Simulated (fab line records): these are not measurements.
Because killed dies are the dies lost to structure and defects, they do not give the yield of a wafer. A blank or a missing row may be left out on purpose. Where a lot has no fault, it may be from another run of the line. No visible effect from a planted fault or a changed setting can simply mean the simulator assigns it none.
Matching of chambers || flow gf180mcu || GF_PASSIVATION_ETCH_11 on rieDiel-04: 4 sister chambers
The step etches the open film in CF4/O2, stops on TiN, target depth 2040 nm, time 453.3 s. 16 wafers are shown with their chamber, then 8 later ones without.

WAFERS PAIRED WITH THEIR CHAMBERS
{"wafer": "L773.1", "chamber": 2, "drypumpMotorCurrentA (A)": 6.3, "throttleValvePct (%)": 5.973, "oesProductAu (a.u.)": 0.983}
{"wafer": "L773.2", "chamber": 1, "drypumpMotorCurrentA (A)": 5.5, "throttleValvePct (%)": 5.978, "oesProductAu (a.u.)": 0.994}
{"wafer": "L773.6", "chamber": 1, "drypumpMotorCurrentA (A)": 5.5, "throttleValvePct (%)": 5.989, "oesProductAu (a.u.)": 0.988}
{"wafer": "L777.1", "chamber": 3, "drypumpMotorCurrentA (A)": 5.6, "throttleValvePct (%)": 5.957, "oesProductAu (a.u.)": 0.981}
{"wafer": "L777.2", "chamber": 2, "drypumpMotorCurrentA (A)": 6.3, "throttleValvePct (%)": 5.958, "oesProductAu (a.u.)": 0.992}
{"wafer": "L777.6", "chamber": 0, "drypumpMotorCurrentA (A)": 5.6, "throttleValvePct (%)": 5.964, "oesProductAu (a.u.)": 1.003}
{"wafer": "L779.1", "chamber": 0, "drypumpMotorCurrentA (A)": 5.6, "throttleValvePct (%)": 5.959, "oesProductAu (a.u.)": 0.992}
{"wafer": "L779.3", "chamber": 2, "drypumpMotorCurrentA (A)": 6.3, "throttleValvePct (%)": 5.976, "oesProductAu (a.u.)": 0.988}
{"wafer": "L779.4", "chamber": 3, "drypumpMotorCurrentA (A)": 5.5, "throttleValvePct (%)": 5.972, "oesProductAu (a.u.)": 0.990}
{"wafer": "L781.1", "chamber": 3, "drypumpMotorCurrentA (A)": 5.5, "throttleValvePct (%)": 5.968, "oesProductAu (a.u.)": 0.988}
{"wafer": "L781.5", "chamber": 3, "drypumpMotorCurrentA (A)": 5.5, "throttleValvePct (%)": 5.981, "oesProductAu (a.u.)": 1.002}
{"wafer": "L781.6", "chamber": 0, "drypumpMotorCurrentA (A)": 5.6, "throttleValvePct (%)": 5.950, "oesProductAu (a.u.)": 0.996}
{"wafer": "L784.1", "chamber": 1, "drypumpMotorCurrentA (A)": 5.5, "throttleValvePct (%)": 5.973, "oesProductAu (a.u.)": 0.993}
{"wafer": "L784.2", "chamber": 2, "drypumpMotorCurrentA (A)": 6.4, "throttleValvePct (%)": 5.957, "oesProductAu (a.u.)": 0.987}
{"wafer": "L784.3", "chamber": 3, "drypumpMotorCurrentA (A)": 5.5, "throttleValvePct (%)": 5.984, "oesProductAu (a.u.)": 0.986}
{"wafer": "L787.4", "chamber": 1, "drypumpMotorCurrentA (A)": 5.5, "throttleValvePct (%)": 5.969, "oesProductAu (a.u.)": 0.997}

SIGNATURES (means of the wafers above)
{"reading": "drypumpMotorCurrentA", "chamber 0": 5.600, "chamber 1": 5.500, "chamber 2": 6.325, "chamber 3": 5.520, "scatter within a chamber": 0.0359}
{"reading": "throttleValvePct", "chamber 0": 5.95767, "chamber 1": 5.97725, "chamber 2": 5.96600, "chamber 3": 5.97240, "scatter within a chamber": 0.00951}
{"reading": "oesProductAu", "chamber 0": 0.99700, "chamber 1": 0.99300, "chamber 2": 0.98750, "chamber 3": 0.98940, "scatter within a chamber": 0.00569}
Rule: a wafer's distance from a chamber is the root of the sum, over the readings, of the square of ((its reading less the chamber's mean) divided by the reading's scatter). The wafer belongs to the nearest chamber; if the next one is less than 2 further off, it can't be placed. The scatter: take each reading less its chamber's mean, square it, sum over the shown wafers, divide by the number of wafers less the number of chambers, and take the root.

WAFERS WHOSE CHAMBER IS MISSING
{"wafer": "L787.5", "drypumpMotorCurrentA (A)": 5.5, "throttleValvePct (%)": 5.982, "oesProductAu (a.u.)": 0.996}
{"wafer": "L787.6", "drypumpMotorCurrentA (A)": 5.7, "throttleValvePct (%)": 5.984, "oesProductAu (a.u.)": 1.000}
{"wafer": "L788.1", "drypumpMotorCurrentA (A)": 6.3, "throttleValvePct (%)": 5.958, "oesProductAu (a.u.)": 0.985}
{"wafer": "L788.3", "drypumpMotorCurrentA (A)": 5.6, "throttleValvePct (%)": 5.971, "oesProductAu (a.u.)": 0.995}
{"wafer": "L788.6", "drypumpMotorCurrentA (A)": 5.7, "throttleValvePct (%)": 5.976, "oesProductAu (a.u.)": 0.996}
{"wafer": "L794.1", "drypumpMotorCurrentA (A)": 6.3, "throttleValvePct (%)": 5.963, "oesProductAu (a.u.)": 0.985}
{"wafer": "L794.4", "drypumpMotorCurrentA (A)": 5.6, "throttleValvePct (%)": 5.952, "oesProductAu (a.u.)": 0.994}
{"wafer": "L794.5", "drypumpMotorCurrentA (A)": 5.6, "throttleValvePct (%)": 5.963, "oesProductAu (a.u.)": 1.000}

EACH ONE'S CHAMBER
{"wafer": "L787.5", "from the rows above": "can't be placed: 1 or 3", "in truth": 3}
{"wafer": "L787.6", "from the rows above": "can't be placed: 0 or 3 or 1", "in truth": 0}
{"wafer": "L788.1", "from the rows above": 2, "in truth": 2}
{"wafer": "L788.3", "from the rows above": "can't be placed: 0 or 3 or 1", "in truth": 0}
{"wafer": "L788.6", "from the rows above": "can't be placed: 0 or 3", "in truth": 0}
{"wafer": "L794.1", "from the rows above": 2, "in truth": 2}
{"wafer": "L794.4", "from the rows above": 0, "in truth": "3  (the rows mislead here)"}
{"wafer": "L794.5", "from the rows above": 0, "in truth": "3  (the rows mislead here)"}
Correct placement for 2 of the 8. Can't be placed from these rows: 4 (the true chamber is among the candidates in 4). Wrongly placed: 2.
